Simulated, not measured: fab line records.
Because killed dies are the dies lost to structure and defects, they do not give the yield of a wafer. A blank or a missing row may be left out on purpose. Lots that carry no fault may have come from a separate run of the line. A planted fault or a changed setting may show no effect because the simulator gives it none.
Which tool did it? :: flow gf180mcu :: 14 lots with 42 wafers sampled at 4 steps, on a route of 602 steps

== WHAT EACH GAUGE READ, for each wafer ==
The record lacks any reading of a measuring or inspecting step that a usual standard deviation could be used to judge.

== EACH LOT AND THE TOOL THAT RAN IT (in order: tool; ch and the chambers of the sampled wafers; start) ==
lot: L465
GF_SALICIDE_RTA_08: rtp anneal-01 ch 0, day 15 02:57
GF_V1_CVD_02: pecvd-02 ch 0,1, day 17 02:34
GF_V1_CVD_23: cvd w-01 ch 0,1, day 18 02:47
GF_M2_SPUTTER_02: pvd sputter-02, day 18 03:31

lot: L467
GF_SALICIDE_RTA_08: rtp anneal-01 ch 0, day 15 21:59
GF_V1_CVD_02: pecvd-03 ch 0,2, day 17 23:13
GF_V1_CVD_23: cvd w-01 ch 0,1, day 18 23:53
GF_M2_SPUTTER_02: pvd sputter-02, day 19 00:35

lot: L469
GF_SALICIDE_RTA_08: rtp anneal-01 ch 0, day 16 15:52
GF_V1_CVD_02: pecvd-04 ch 0,1, day 18 17:57
GF_V1_CVD_23: cvd w-02 ch 0, day 19 19:42
GF_M2_SPUTTER_02: pvd sputter-02, day 19 20:26

lot: L470
GF_SALICIDE_RTA_08: rtp anneal-01 ch 0, day 16 23:01
GF_V1_CVD_02: pecvd-04 ch 1,2, day 19 01:19
GF_V1_CVD_23: cvd w-01 ch 0,1, day 20 03:28
GF_M2_SPUTTER_02: pvd sputter-04, day 20 04:10

lot: L471
GF_SALICIDE_RTA_08: rtp anneal-02 ch 0, day 17 08:43
GF_V1_CVD_02: pecvd-04 ch 1,2, day 19 11:58
GF_V1_CVD_23: cvd w-02 ch 0,1, day 20 13:35
GF_M2_SPUTTER_02: pvd sputter-02, day 20 14:18

lot: L472
GF_SALICIDE_RTA_08: rtp anneal-01 ch 0, day 17 14:26
GF_V1_CVD_02: pecvd-02 ch 1,2, day 19 17:31
GF_V1_CVD_23: cvd w-02 ch 0,1, day 20 18:19
GF_M2_SPUTTER_02: pvd sputter-04, day 20 19:08

lot: L476
GF_SALICIDE_RTA_08: rtp anneal-02 ch 0, day 19 07:37
GF_V1_CVD_02: pecvd-02 ch 0,1,2, day 21 10:11
GF_V1_CVD_23: cvd w-01 ch 0,1, day 22 11:29
GF_M2_SPUTTER_02: pvd sputter-03, day 22 12:13

lot: L478
GF_SALICIDE_RTA_08: rtp anneal-01 ch 0, day 19 22:43
GF_V1_CVD_02: pecvd-04 ch 0,1,2, day 22 02:22
GF_V1_CVD_23: cvd w-01 ch 0,1, day 23 02:54
GF_M2_SPUTTER_02: pvd sputter-03, day 23 03:38

lot: L479
GF_SALICIDE_RTA_08: rtp anneal-01 ch 0, day 20 06:10
GF_V1_CVD_02: pecvd-03 ch 0,1,2, day 22 09:02
GF_V1_CVD_23: cvd w-01 ch 1, day 23 09:41
GF_M2_SPUTTER_02: pvd sputter-03, day 23 10:25

lot: L481
GF_SALICIDE_RTA_08: rtp anneal-02 ch 0, day 21 00:00
GF_V1_CVD_02: pecvd-03 ch 0,1,2, day 23 02:52
GF_V1_CVD_23: cvd w-01 ch 0, day 24 03:10
GF_M2_SPUTTER_02: pvd sputter-02, day 24 03:58

lot: L483
GF_SALICIDE_RTA_08: rtp anneal-01 ch 0, day 21 14:26
GF_V1_CVD_02: pecvd-02 ch 0,1,2, day 23 16:29
GF_V1_CVD_23: cvd w-02 ch 0,1, day 24 15:57
GF_M2_SPUTTER_02: pvd sputter-04, day 24 16:40

lot: L484
GF_SALICIDE_RTA_08: rtp anneal-01 ch 0, day 21 21:56
GF_V1_CVD_02: pecvd-04 ch 0,1,2, day 23 23:17
GF_V1_CVD_23: cvd w-01 ch 0,1, day 24 23:07
GF_M2_SPUTTER_02: pvd sputter-04, day 25 00:01

lot: L487
GF_SALICIDE_RTA_08: rtp anneal-02 ch 0, day 22 21:51
GF_V1_CVD_02: pecvd-02 ch 0,2, day 24 22:18
GF_V1_CVD_23: cvd w-02 ch 0,1, day 25 21:21
GF_M2_SPUTTER_02: pvd sputter-03, day 25 22:05

lot: L488
GF_SALICIDE_RTA_08: rtp anneal-02 ch 0, day 23 02:36
GF_V1_CVD_02: pecvd-04 ch 0,1,2, day 25 02:48
GF_V1_CVD_23: cvd w-01 ch 0,1, day 26 01:59
GF_M2_SPUTTER_02: pvd sputter-03, day 26 02:40
- GF_SALICIDE_RTA_08: time 30 s.
- GF_V1_CVD_02: deposits SiO2 from TEOS, target thk 850 nm, time 94.851 s.
- GF_V1_CVD_23: deposits W, target thk 350 nm, time 105.05 s.
- GF_M2_SPUTTER_02: material AlCu, target thk 450 nm, time 23.9 s.

== WHAT THE TOOLS THEMSELVES READ (means of the sampled wafers that have a number; where no wafer has one, the mark that the record gives instead) ==
GF_SALICIDE_RTA_08. Usual: chamber o2 ppm 2.002, standard deviation 0.023; lamp power pct 18.7 %, standard deviation 0.32; wafer_temp_C_max 802.8, standard deviation 0.63.
lot: L465
tool: rtp anneal-01
chamber o2 ppm: 2.001
lamp power pct (%): 19.0
wafer_temp_C_max: 802.7
flag: 

lot: L467
tool: rtp anneal-01
chamber o2 ppm: 1.984
lamp power pct (%): 19.0
wafer_temp_C_max: 802.8
flag: 

lot: L469
tool: rtp anneal-01
chamber o2 ppm: 2.018
lamp power pct (%): 19.0
wafer_temp_C_max: 802.7
flag: 

lot: L470
tool: rtp anneal-01
chamber o2 ppm: 1.994
lamp power pct (%): 19.0
wafer_temp_C_max: 803.2
flag: 

lot: L471
tool: rtp anneal-02
chamber o2 ppm: 2.008
lamp power pct (%): 18.4
wafer_temp_C_max: 802.4
flag: 

lot: L472
tool: rtp anneal-01
chamber o2 ppm: 1.996
lamp power pct (%): 19.0
wafer_temp_C_max: 803.5
flag: 

lot: L476
tool: rtp anneal-02
chamber o2 ppm: 1.997
lamp power pct (%): 18.4
wafer_temp_C_max: 802.1
flag: 

lot: L478
tool: rtp anneal-01
chamber o2 ppm: 2.022
lamp power pct (%): 19.0
wafer_temp_C_max: 803.7
flag: 

lot: L479
tool: rtp anneal-01
chamber o2 ppm: 1.988
lamp power pct (%): 19.0
wafer_temp_C_max: 802.1
flag: 

lot: L481
tool: rtp anneal-02
chamber o2 ppm: 2.032
lamp power pct (%): 18.4
wafer_temp_C_max: 803.4
flag: 

lot: L483
tool: rtp anneal-01
chamber o2 ppm: 1502.000
lamp power pct (%): 19.0
wafer_temp_C_max: 802.7
flag: OFF

lot: L484
tool: rtp anneal-01
chamber o2 ppm: 1502.000
lamp power pct (%): 19.0
wafer_temp_C_max: 802.7
flag: OFF

lot: L487
tool: rtp anneal-02
chamber o2 ppm: 1.988
lamp power pct (%): 18.4
wafer_temp_C_max: 803.2
flag: 

lot: L488
tool: rtp anneal-02
chamber o2 ppm: 1.989
lamp power pct (%): 18.4
wafer_temp_C_max: 802.5
flag: 

GF_V1_CVD_02. Usual: 648 W for heater power w, sd 94.
lot: L465
tool: pecvd-02
heater power w (W): 623
flag: 

lot: L467
tool: pecvd-03
heater power w (W): 710
flag: 

lot: L469
tool: pecvd-04
heater power w (W): 632
flag: 

lot: L470
tool: pecvd-04
heater power w (W): 588
flag: 

lot: L471
tool: pecvd-04
heater power w (W): 562
flag: 

lot: L472
tool: pecvd-02
heater power w (W): 648
flag: 

lot: L476
tool: pecvd-02
heater power w (W): 644
flag: 

lot: L478
tool: pecvd-04
heater power w (W): 615
flag: 

lot: L479
tool: pecvd-03
heater power w (W): 670
flag: 

lot: L481
tool: pecvd-03
heater power w (W): 649
flag: 

lot: L483
tool: pecvd-02
heater power w (W): 634
flag: 

lot: L484
tool: pecvd-04
heater power w (W): 671
flag: 

lot: L487
tool: pecvd-02
heater power w (W): 672
flag: 

lot: L488
tool: pecvd-04
heater power w (W): 639
flag: 

GF_V1_CVD_23. Usual: 888 W for heater power w, sd 100.
lot: L465
tool: cvd w-01
heater power w (W): 921
flag: 

lot: L467
tool: cvd w-01
heater power w (W): 974
flag: 

lot: L469
tool: cvd w-02
heater power w (W): 834
flag: 

lot: L470
tool: cvd w-01
heater power w (W): 967
flag: 

lot: L471
tool: cvd w-02
heater power w (W): 763
flag: 

lot: L472
tool: cvd w-02
heater power w (W): 810
flag: 

lot: L476
tool: cvd w-01
heater power w (W): 933
flag: 

lot: L478
tool: cvd w-01
heater power w (W): 925
flag: 

lot: L479
tool: cvd w-01
heater power w (W): 882
flag: 

lot: L481
tool: cvd w-01
heater power w (W): 1045
flag: 

lot: L483
tool: cvd w-02
heater power w (W): 810
flag: 

lot: L484
tool: cvd w-01
heater power w (W): 927
flag: 

lot: L487
tool: cvd w-02
heater power w (W): 779
flag: 

lot: L488
tool: cvd w-01
heater power w (W): 925
flag: 

GF_M2_SPUTTER_02. Usual: 29.8 % for throttle valve pct, sd 1.1.
lot: L465
tool: pvd sputter-02
throttle valve pct (%): 29.9
flag: 

lot: L467
tool: pvd sputter-02
throttle valve pct (%): 30.2
flag: 

lot: L469
tool: pvd sputter-02
throttle valve pct (%): 30.2
flag: 

lot: L470
tool: pvd sputter-04
throttle valve pct (%): 29.3
flag: 

lot: L471
tool: pvd sputter-02
throttle valve pct (%): 30.3
flag: 

lot: L472
tool: pvd sputter-04
throttle valve pct (%): 30.3
flag: 

lot: L476
tool: pvd sputter-03
throttle valve pct (%): 29.8
flag: 

lot: L478
tool: pvd sputter-03
throttle valve pct (%): 28.8
flag: 

lot: L479
tool: pvd sputter-03
throttle valve pct (%): 29.4
flag: 

lot: L481
tool: pvd sputter-02
throttle valve pct (%): 30.3
flag: 

lot: L483
tool: pvd sputter-04
throttle valve pct (%): 30.4
flag: 

lot: L484
tool: pvd sputter-04
throttle valve pct (%): 30.7
flag: 

lot: L487
tool: pvd sputter-03
throttle valve pct (%): 30.2
flag: 

lot: L488
tool: pvd sputter-03
throttle valve pct (%): 29.1
flag: 

== THE ANSWER, worked out from the rows above alone ==
Rule: lot off if the mean of its wafers having a number is beyond 3 standard deviations from the usual mean. Also off: a lot with no number at a reading for which 4 or more lots have one. Where the step has rows for the other lots, those lots are counted as sound. The gauges are gone through in route order, then the tools' own readings, and for those a lot's mean is taken as printed above. The first step at which some lot is off is used, and at that step the reading that is off furthest; a lot without a number counts as furthest.
Off: L483, L484, at GF_SALICIDE_RTA_08 (chamber o2 ppm).
If a tool, at that step or one of the process steps before it, ran each lot that is off and ran no sound lot following the first of them, it fits. One candidate fits, namely rtp anneal-01 at GF_SALICIDE_RTA_08. Its last sound lot is L479 (day 20 06:10), its first lot that is off L483 (day 21 14:26): a fault that began between those two fits.
The tool's own readings at GF_SALICIDE_RTA_08 bear it out: on the lots that are off they differ by more than 5 times the standard deviation of the sound lots' means. chamber o2 ppm reads 1502.000 there against 2.001 on the sound lots.

== WHAT WAS PUT IN BY THE SIMULATOR ==
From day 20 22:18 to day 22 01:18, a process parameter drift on rtp anneal-01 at GF_SALICIDE_RTA_08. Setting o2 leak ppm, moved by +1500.
Lots struck among those shown: L483, L484. The rule given above showed the same thing.
